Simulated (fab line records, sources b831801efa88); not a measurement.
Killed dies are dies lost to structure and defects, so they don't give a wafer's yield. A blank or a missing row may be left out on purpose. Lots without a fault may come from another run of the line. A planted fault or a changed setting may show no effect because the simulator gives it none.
Tool commonality check | flow gf180mcu | 13 lots, 39 wafers sampled

WHY IT WAS OPENED
At GF_HV_LDD_RS_MEAS_53 the reading HV_LDD_RS is flagged on 2 of 13 lots. Wafers without a fault read 418.5 ohm/sq, standard deviation 0.94.
Rule: a lot is flagged when every wafer of it that has a number lies more than 4 standard deviations from that mean, or none has a number. The other lots count as sound.

lot  | measured     | on            | HV_LDD_RS (ohm/sq), wafer by wafer | flag
L202 | day 12 16:20 | film_metro-01 | 418.2 418.9 418.3                  |
L203 | day 12 21:35 | film_metro-01 | 417.5 417.5 418.5                  |
L204 | day 13 03:41 | film_metro-03 | 416.8 417.5 418.3                  |
L205 | day 13 14:04 | film_metro-01 | 418.7 418.3 418.5                  |
L206 | day 13 23:37 | film_metro-04 | 418.8 419.6 420.0                  |
L207 | day 14 09:05 | film_metro-03 | 418.2 418.3 418.4                  |
L209 | day 15 00:56 | film_metro-01 | 417.6 416.4 416.9                  |
L212 | day 16 05:24 | film_metro-04 | 418.6 419.4 418.6                  |
L213 | day 16 06:35 | film_metro-04 | 418.9 417.4 417.2                  |
L221 | day 19 08:59 | film_metro-04 | 411.8 410.6 412.1                  | FLAGGED
L222 | day 19 18:38 | film_metro-03 | 411.1 411.6 410.5                  | FLAGGED
L223 | day 20 04:45 | film_metro-03 | 417.6 417.5 418.2                  |
L224 | day 20 14:19 | film_metro-03 | 419.4 420.0 419.7                  |
The numbers of the flagged lots are 411.3 ohm/sq on average: -7.2 ohm/sq against the usual, or -8 standard deviations.

WHICH TOOL RAN EACH LOT
The record holds 2 process steps before the reading, out of a route of 602 steps. In each cell: the tool, then ch and the chambers that the sampled wafers went through, then the start.
lot  | flag    | GF_HV_LDD_STRIP_22                   | GF_HV_LDD_IMPLANT_35
L202 |         | plasma_asher-03 ch 0,1, day 11 00:58 | implanter-03 ch 0, day 11 19:54
L203 |         | plasma_asher-03 ch 0,1, day 11 05:43 | implanter-01 ch 0, day 12 01:07
L204 |         | plasma_asher-03 ch 0,1, day 11 11:52 | implanter-03 ch 0, day 12 07:13
L205 |         | plasma_asher-03 ch 0,1, day 11 21:09 | implanter-01 ch 0, day 12 16:47
L206 |         | plasma_asher-02 ch 0,1, day 12 06:32 | implanter-04 ch 0, day 13 02:30
L207 |         | plasma_asher-03 ch 0,1, day 12 14:47 | implanter-03 ch 0, day 13 11:38
L209 |         | plasma_asher-04 ch 0,1, day 13 07:32 | implanter-01 ch 0, day 14 04:06
L212 |         | plasma_asher-03 ch 0,1, day 14 10:31 | implanter-01 ch 0, day 15 07:52
L213 |         | plasma_asher-03 ch 0, day 14 11:43   | implanter-03 ch 0, day 15 09:07
L221 | FLAGGED | plasma_asher-03 ch 1, day 17 08:16   | implanter-03 ch 0, day 18 08:01
L222 | FLAGGED | plasma_asher-04 ch 0,1, day 17 17:57 | implanter-03 ch 0, day 18 17:32
L223 |         | plasma_asher-02 ch 0,1, day 18 04:17 | implanter-01 ch 0, day 19 03:53
L224 |         | plasma_asher-04 ch 0,1, day 18 13:27 | implanter-04 ch 0, day 19 13:52
What these steps do:
- GF_HV_LDD_STRIP_22: strips in O2/N2.
- GF_HV_LDD_IMPLANT_35
- GF_HV_LDD_RS_MEAS_53: measures by four-point-probe.

FLAGGED OVER TOTAL, TOOL BY TOOL (the gauges that took the reading come last)
step                 | tool            | lots run | flagged | share of the flagged lots | sound lots run after its first flagged lot
GF_HV_LDD_STRIP_22   | plasma_asher-02 | 2        | 0       | none                      | -
GF_HV_LDD_STRIP_22   | plasma_asher-03 | 8        | 1       | some                      | 0
GF_HV_LDD_STRIP_22   | plasma_asher-04 | 3        | 1       | some                      | 1 (L224)
GF_HV_LDD_IMPLANT_35 | implanter-01    | 5        | 0       | none                      | -
GF_HV_LDD_IMPLANT_35 | implanter-03    | 6        | 2       | all                       | 0
GF_HV_LDD_IMPLANT_35 | implanter-04    | 2        | 0       | none                      | -
GF_HV_LDD_RS_MEAS_53 | film_metro-01   | 4        | 0       | none                      | -
GF_HV_LDD_RS_MEAS_53 | film_metro-03   | 5        | 1       | some                      | 2 (L223,L224)
GF_HV_LDD_RS_MEAS_53 | film_metro-04   | 4        | 1       | some                      | 0

WHAT THE TABLE ALLOWS
1 row of the table ran every flagged lot: implanter-03 at GF_HV_LDD_IMPLANT_35.
- implanter-03 at GF_HV_LDD_IMPLANT_35: 2 of its 6 lots flagged. Its last sound lot is L213 (day 15 09:07), its first flagged lot L221 (day 18 08:01): a fault that began between those two fits. Its own readings lie more than 4 standard deviations out on every wafer of the flagged lots: beam_energy_keV.
One tool is left: implanter-03 at GF_HV_LDD_IMPLANT_35.

WHAT THE SIMULATOR HAD PUT IN
Process parameter drift: implanter-03, from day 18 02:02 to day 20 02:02, at GF_HV_LDD_IMPLANT_35. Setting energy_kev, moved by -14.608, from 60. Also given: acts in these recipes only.
Lots struck among those shown: L221, L222. The rule above found the same.
